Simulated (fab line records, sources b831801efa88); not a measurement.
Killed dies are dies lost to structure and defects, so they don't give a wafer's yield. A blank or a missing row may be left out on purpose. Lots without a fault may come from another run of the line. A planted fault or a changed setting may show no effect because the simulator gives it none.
Chamber matching | flow sfq_line | SFQ_TRILAYER_C5_ETCH_VIA_ETCH_154 on rie_diel-02: 3 sister chambers
The step etches SiO2 in CHF3, stops on Nb, target depth 84 nm. 3 wafers are shown with their chamber, then 7 later ones without.

WAFERS WITH THEIR CHAMBER
wafer  | chamber | oes_product_au (a.u.)
L859.1 | 0       | 0.898
L859.4 | 3       | 0.903
L863.1 | 2       | 0.927

WAFERS WITHOUT THEIR CHAMBER
wafer  | oes_product_au (a.u.)
L863.5 | 0.899
L863.6 | 0.902
L870.1 | 0.890
L870.5 | 0.895
L872.2 | 0.898
L872.4 | 0.903
L872.6 | 0.898

WHICH CHAMBER EACH WENT THROUGH
wafer  | from the rows above     | in truth
L863.5 | can't be placed: 0 or 3 | 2
L863.6 | can't be placed: 3 or 0 | 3
L870.1 | can't be placed: 0 or 3 | 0
L870.5 | can't be placed: 0 or 3 | 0
L872.2 | can't be placed: 0 or 3 | 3
L872.4 | can't be placed: 3 or 0 | 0
L872.6 | can't be placed: 0 or 3 | 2
Placed correctly: 0 of 7. Can't be placed from these rows: 7 (the true chamber is among the candidates in 5). Placed wrongly: 0.
How it was worked out, from the rows above alone: a wafer's distance from a chamber is the root of the sum, over the readings, of the square of ((its reading less the chamber's mean) divided by the reading's scatter). The wafer belongs to the nearest chamber; if the next one is less than 2 further off, it can't be placed. A chamber's mean is the mean of its shown wafers. The scatter: with one shown wafer a chamber, the root of the mean of the squares of how far each hidden wafer lies from its nearest shown one.
